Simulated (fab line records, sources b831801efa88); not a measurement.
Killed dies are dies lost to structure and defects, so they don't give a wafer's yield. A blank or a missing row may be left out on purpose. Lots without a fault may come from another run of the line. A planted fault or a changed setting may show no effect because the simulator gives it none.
Which tool did it? | flow gf180mcu | 6 lots, 18 wafers sampled, at 1 step of a route of 602

WHAT THE GAUGES READ, wafer by wafer
GF_V5_THK_MEAS_03.
lot  | measured     | on            | V5_CVD_02_THK (nm)
L597 | day 27 02:21 | film_metro-02 | 1435 1429 1461
L604 | day 29 04:35 | film_metro-04 | 1404 1422 1453
L609 | day 30 14:36 | film_metro-01 | 1450 1454 1445
L614 | day 32 03:50 | film_metro-01 | 1443 1410 1450
L616 | day 32 08:28 | film_metro-01 | 1443 1446 1458
L618 | day 32 20:10 | film_metro-02 | 1437 1445 1464

WHICH TOOL RAN EACH LOT (tool, then ch and the chambers of the sampled wafers, then the start)
The record holds no process step before these readings.

THE ANSWER, worked out from the rows above alone
Rule: what is usual is taken from the lots themselves. Put in order of their means at a reading, lots are off if they are a third of the lots or fewer, leave a main group of 4 or more, and stand apart from it by a gap of 3 or more times the standard deviation of the main group's means; of several such gaps the widest counts. A main group whose means are all the same, to the digits that the tables above print for the reading, isn't used. A lot without any number at a reading at which 4 lots or more have one is off too. The other lots that the step has rows for count as sound.
No lot is off at any reading shown: from this, nothing can be told.

WHAT THE SIMULATOR HAD PUT IN
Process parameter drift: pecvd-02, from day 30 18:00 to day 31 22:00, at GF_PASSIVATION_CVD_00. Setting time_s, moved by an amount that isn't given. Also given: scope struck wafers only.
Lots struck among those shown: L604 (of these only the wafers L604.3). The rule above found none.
